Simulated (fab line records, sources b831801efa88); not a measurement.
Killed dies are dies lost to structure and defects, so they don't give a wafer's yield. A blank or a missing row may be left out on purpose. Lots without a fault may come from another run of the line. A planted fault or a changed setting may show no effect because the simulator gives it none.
Which tool did it? | flow gf180mcu | 13 lots, 39 wafers sampled, at 4 steps of a route of 602

WHAT THE GAUGES READ, wafer by wafer
GF_TOP_METAL_CD_MEAS_14: target cd 440 nm. Usual: cd_nm 440.4 nm, standard deviation 2.2.
lot  | measured     | on        | cd_nm (nm)        | flag
L700 | day 28 15:12 | cd_sem-02 | 441.4 438.9 438.2 |
L701 | day 28 17:51 | cd_sem-02 | 440.0 440.3 440.1 |
L703 | day 29 18:25 | cd_sem-01 | 441.5 444.1 443.6 |
L706 | day 30 15:37 | cd_sem-02 | 436.4 439.4 438.0 |
L707 | day 30 18:31 | cd_sem-01 | 439.9 439.8 437.8 |
L708 | day 30 21:32 | cd_sem-02 | 440.3 441.2 443.7 |
L709 | day 31 03:55 | cd_sem-02 | 438.3 437.5 440.2 |
L710 | day 31 12:44 | cd_sem-01 | 442.7 442.9 440.7 |
L712 | day 32 02:39 | cd_sem-02 | 437.7 438.5 438.8 |
L717 | day 33 09:59 | cd_sem-01 | 440.4 439.1 440.4 |
L716 | day 33 12:55 | cd_sem-02 | 437.5 436.9 437.0 |
L721 | day 34 07:58 | cd_sem-01 | 439.1 441.7 440.9 |
L722 | day 34 12:21 | cd_sem-01 | 440.8 439.7 441.4 |

WHICH TOOL RAN EACH LOT (tool, then ch and the chambers of the sampled wafers, then the start)
lot  | GF_V4_STRIP_19                  | GF_M5_ETCH_09                      | GF_V5_ETCH_16
L700 | wet_bench-02 ch 3, day 24 21:11 | rie_diel-03 ch 2,3, day 26 19:42   | rie_diel-02 ch 0,1, day 27 17:50
L701 | wet_bench-02 ch 0, day 25 02:44 | rie_diel-01 ch 0,1,3, day 26 23:08 | rie_diel-01 ch 0,2,3, day 27 21:13
L703 | wet_bench-02 ch 3, day 26 04:07 | rie_diel-04 ch 1,3, day 28 00:02   | rie_diel-04 ch 0,1, day 28 21:25
L706 | wet_bench-04 ch 1, day 27 04:37 | rie_diel-04 ch 0,1,2, day 28 22:35 | rie_diel-04 ch 0,1,2, day 29 19:10
L707 | wet_bench-02 ch 1, day 27 09:13 | rie_diel-01 ch 0,1,3, day 29 01:29 | rie_diel-01 ch 0,1,2, day 29 22:23
L708 | wet_bench-02 ch 0, day 27 11:52 | rie_diel-03 ch 0,1, day 29 05:02   | rie_diel-04 ch 0,1, day 30 01:38
L709 | wet_bench-02 ch 1, day 27 20:01 | rie_diel-01 ch 0,1, day 29 13:14   | rie_diel-04 ch 0,1,2, day 30 08:53
L710 | wet_bench-02 ch 2, day 28 03:34 | rie_diel-04 ch 1,3, day 29 20:36   | rie_diel-02 ch 1,3, day 30 17:20
L712 | wet_bench-01 ch 3, day 28 19:05 | rie_diel-03 ch 0,1, day 30 11:19   | rie_diel-01 ch 0,3, day 31 07:35
L717 | wet_bench-02 ch 2, day 30 08:38 | rie_diel-03 ch 1,2, day 31 21:23   | rie_diel-04 ch 1,2,3, day 32 15:44
L716 | wet_bench-02 ch 2, day 30 09:13 | rie_diel-03 ch 0,2,3, day 31 22:41 | rie_diel-02 ch 0,1,3, day 32 16:58
L721 | wet_bench-02 ch 0, day 31 06:49 | rie_diel-04 ch 2,3, day 32 18:52   | rie_diel-04 ch 0,1,2, day 33 13:49
L722 | wet_bench-04 ch 3, day 31 13:49 | rie_diel-01 ch 0,2,3, day 33 01:46 | rie_diel-01 ch 2,3, day 33 19:16
- GF_V4_STRIP_19: strips in post etch residue remover, time 1200 s.
- GF_M5_ETCH_09: etches Si3N4 in CF4/O2, target depth 52 nm, time 11.6 s.
- GF_V5_ETCH_16: etches BARC in N2/H2.

WHAT THE TOOLS THEMSELVES READ (means of the sampled wafers that have a number; where no wafer has one, the mark that the record gives instead)
GF_V4_STRIP_19. Usual: bath_guard_temp_C 72.6 C, standard deviation 0.45; bath_heat_duty_pct 14.7 %, standard deviation 1.1.
lot  | tool         | bath_guard_temp_C (C) | bath_heat_duty_pct (%) | flag
L700 | wet_bench-02 | 72.5                  | 14.0                   |
L701 | wet_bench-02 | 71.9                  | 14.0                   |
L703 | wet_bench-02 | 72.7                  | 13.9                   |
L706 | wet_bench-04 | 72.6                  | 15.2                   |
L707 | wet_bench-02 | 72.8                  | 15.8                   |
L708 | wet_bench-02 | 71.9                  | 14.1                   |
L709 | wet_bench-02 | 73.1                  | 14.9                   |
L710 | wet_bench-02 | 73.0                  | 15.9                   |
L712 | wet_bench-01 | 73.2                  | 12.9                   |
L717 | wet_bench-02 | 72.8                  | 15.9                   |
L716 | wet_bench-02 | 72.9                  | 16.1                   |
L721 | wet_bench-02 | 71.9                  | 13.9                   |
L722 | wet_bench-04 | 72.5                  | 15.4                   |

GF_M5_ETCH_09. Usual: drypump_motor_current_A 5.7 A, standard deviation 0.51; oes_product_au 1.001 a.u., standard deviation 0.012; throttle_valve_pct 5.970 %, standard deviation 0.0095.
lot  | tool        | drypump_motor_current_A (A) | oes_product_au (a.u.) | throttle_valve_pct (%) | flag
L700 | rie_diel-03 | 5.3                         | 1.000                 | 5.975                  |
L701 | rie_diel-01 | 5.7                         | 0.998                 | 5.968                  |
L703 | rie_diel-04 | 5.3                         | 1.002                 | 5.955                  |
L706 | rie_diel-04 | 5.5                         | 1.013                 | 5.978                  |
L707 | rie_diel-01 | 5.7                         | 0.992                 | 5.974                  |
L708 | rie_diel-03 | 6.3                         | 1.001                 | 5.974                  |
L709 | rie_diel-01 | 6.2                         | 0.994                 | 5.969                  |
L710 | rie_diel-04 | 5.3                         | 1.006                 | 5.969                  |
L712 | rie_diel-03 | 6.3                         | 1.015                 | 5.969                  |
L717 | rie_diel-03 | 5.5                         | 0.997                 | 5.964                  |
L716 | rie_diel-03 | 5.6                         | 1.006                 | 5.969                  |
L721 | rie_diel-04 | 5.4                         | 1.008                 | 5.969                  |
L722 | rie_diel-01 | 5.3                         | 0.992                 | 5.966                  |

GF_V5_ETCH_16. Usual: drypump_motor_current_A 5.5 A, standard deviation 0.42; oes_product_au 0.854 a.u., standard deviation 0.0052; throttle_valve_pct 13.224 %, standard deviation 0.009.
lot  | tool        | drypump_motor_current_A (A) | oes_product_au (a.u.) | throttle_valve_pct (%) | flag
L700 | rie_diel-02 | 5.0                         | 0.856                 | 13.225                 |
L701 | rie_diel-01 | 5.3                         | 0.849                 | 13.230                 |
L703 | rie_diel-04 | 5.5                         | 0.852                 | 13.229                 |
L706 | rie_diel-04 | 5.6                         | 0.851                 | 13.228                 |
L707 | rie_diel-01 | 5.8                         | 0.852                 | 13.227                 |
L708 | rie_diel-04 | 5.7                         | 0.859                 | 13.226                 |
L709 | rie_diel-04 | 5.6                         | 0.855                 | 13.225                 |
L710 | rie_diel-02 | 5.0                         | 0.852                 | 13.225                 |
L712 | rie_diel-01 | 5.4                         | 0.846                 | 13.232                 |
L717 | rie_diel-04 | 5.4                         | 0.857                 | 13.225                 |
L716 | rie_diel-02 | 5.3                         | 0.852                 | 13.224                 |
L721 | rie_diel-04 | 5.6                         | 0.853                 | 13.221                 |
L722 | rie_diel-01 | 5.3                         | 0.854                 | 13.221                 |

THE ANSWER, worked out from the rows above alone
Rule: a lot is off if the mean of its wafers that have a number lies more than 3 standard deviations from the usual mean. A lot without any number at a reading at which 4 lots or more have one is off too. The other lots that the step has rows for count as sound. The gauges are gone through in route order, then the tools' own readings, and for those a lot's mean is taken as printed above. The first step at which some lot is off is used, and at that step the reading that is off furthest; a lot without a number counts as furthest.
No lot is off at any reading shown: from this, nothing can be told.

WHAT THE SIMULATOR HAD PUT IN
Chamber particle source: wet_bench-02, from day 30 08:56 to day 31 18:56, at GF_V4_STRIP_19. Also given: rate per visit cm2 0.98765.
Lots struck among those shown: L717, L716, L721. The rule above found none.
